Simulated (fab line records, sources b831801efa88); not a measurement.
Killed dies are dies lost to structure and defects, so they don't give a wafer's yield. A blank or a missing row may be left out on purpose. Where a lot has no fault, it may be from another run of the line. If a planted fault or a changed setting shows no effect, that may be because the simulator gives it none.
The same fault as seen by 2 desks || flow gf180mcu || what lay behind the numbers comes last; until then each desk has only its own

== FROM THE METROLOGY DESK ==
What the gauges read for every lot (on any tool): the sampled wafers with a number, averaged. The brackets show how far a lot's mean lies from the usual mean; more than 4 standard deviations puts the lot out of limits, marked OUT.
Columns: A = INCOMING_BOW at GF_STI_BOW_MEAS_00, usual 0 um; B = MVSD_OVL at GF_MVSD_OVL_MEAS_07, usual -0.5 nm; C = VT_IMPLANT_OVL at GF_VT_IMPLANT_OVL_MEAS_07, usual 0.0 nm
{"lot": "L990", "first seen here": "day 1 10:01", "A": -7, "B": -1.5, "C": 0.6}
{"lot": "L991", "first seen here": "day 1 15:01", "A": 4, "B": -0.3, "C": -1.3}
{"lot": "L993", "first seen here": "day 2 01:00", "A": -1, "B": 1.1, "C": 0.2}
{"lot": "L995", "first seen here": "day 2 11:00", "A": 2, "B": -1.3, "C": 0.4}
{"lot": "L996", "first seen here": "day 2 16:01", "A": 0, "B": -0.2, "C": -1.0}
{"lot": "L997", "first seen here": "day 2 21:00", "A": 3, "B": 1.2, "C": -0.5}
{"lot": "L998", "first seen here": "day 3 02:00", "A": 9, "B": 1.2, "C": 1.1}
{"lot": "L999", "first seen here": "day 3 07:02", "A": -2, "B": -1.3, "C": -1.8}
{"lot": "L100", "first seen here": "day 3 12:02", "A": 4, "B": -2.1, "C": -0.0}
{"lot": "L102", "first seen here": "day 3 22:00", "A": -6, "B": 0.7, "C": 0.7}
{"lot": "L103", "first seen here": "day 4 03:00", "A": 2, "B": 0.0, "C": 0.2}
{"lot": "L106", "first seen here": "day 4 18:01", "A": 2, "B": -2.4, "C": 0.6}
{"lot": "L108", "first seen here": "day 5 04:01", "A": 2, "B": -2.1, "C": 0.7}
Finding of this desk: none of the 13 lots has anything out of limits.

== AT THE TOOL OWNER'S DESK: rie diel-01 ==
The tool's own readings at GF_STI_ETCH_13 (etches the open film in CHF3/O2, stops on Si, target depth 282.31 nm, time 112.9 s): means of the sampled wafers that have a number, for each lot that ran on this tool. The brackets show how far a lot's mean lies from the usual mean; more than 4 standard deviations puts the lot out of limits, marked OUT.
Columns: A = drypump motor current A at GF_STI_ETCH_13, usual 5.7 A; B = oes product au at GF_STI_ETCH_13, usual 0.835 a.u.; C = throttle valve pct at GF_STI_ETCH_13, usual 8.811 %
{"lot": "L991", "first seen here": "day 2 07:58", "A": 5.7, "B": 0.834, "C": 8.807}
{"lot": "L993", "first seen here": "day 2 17:01", "A": 6.1, "B": 0.832, "C": 8.814}
{"lot": "L995", "first seen here": "day 3 03:02", "A": 5.8, "B": 0.832, "C": 8.820}
{"lot": "L998", "first seen here": "day 3 18:56", "A": 5.8, "B": 0.825, "C": 8.797}
{"lot": "L102", "first seen here": "day 4 15:32", "A": 5.9, "B": 0.833, "C": 8.817}
{"lot": "L106", "first seen here": "day 5 11:30", "A": 5.8, "B": 0.847, "C": 8.814}
{"lot": "L108", "first seen here": "day 5 22:38", "A": 5.4, "B": 0.833, "C": 8.813}
Finding of this desk: none of the 7 lots has anything out of limits.

== PUT TOGETHER ==
At the metrology desk, nothing out of limits was observed.
Nothing out of limits was seen by the tool owner's desk.

== WHAT HAD BEEN PUT IN BY THE SIMULATOR ==
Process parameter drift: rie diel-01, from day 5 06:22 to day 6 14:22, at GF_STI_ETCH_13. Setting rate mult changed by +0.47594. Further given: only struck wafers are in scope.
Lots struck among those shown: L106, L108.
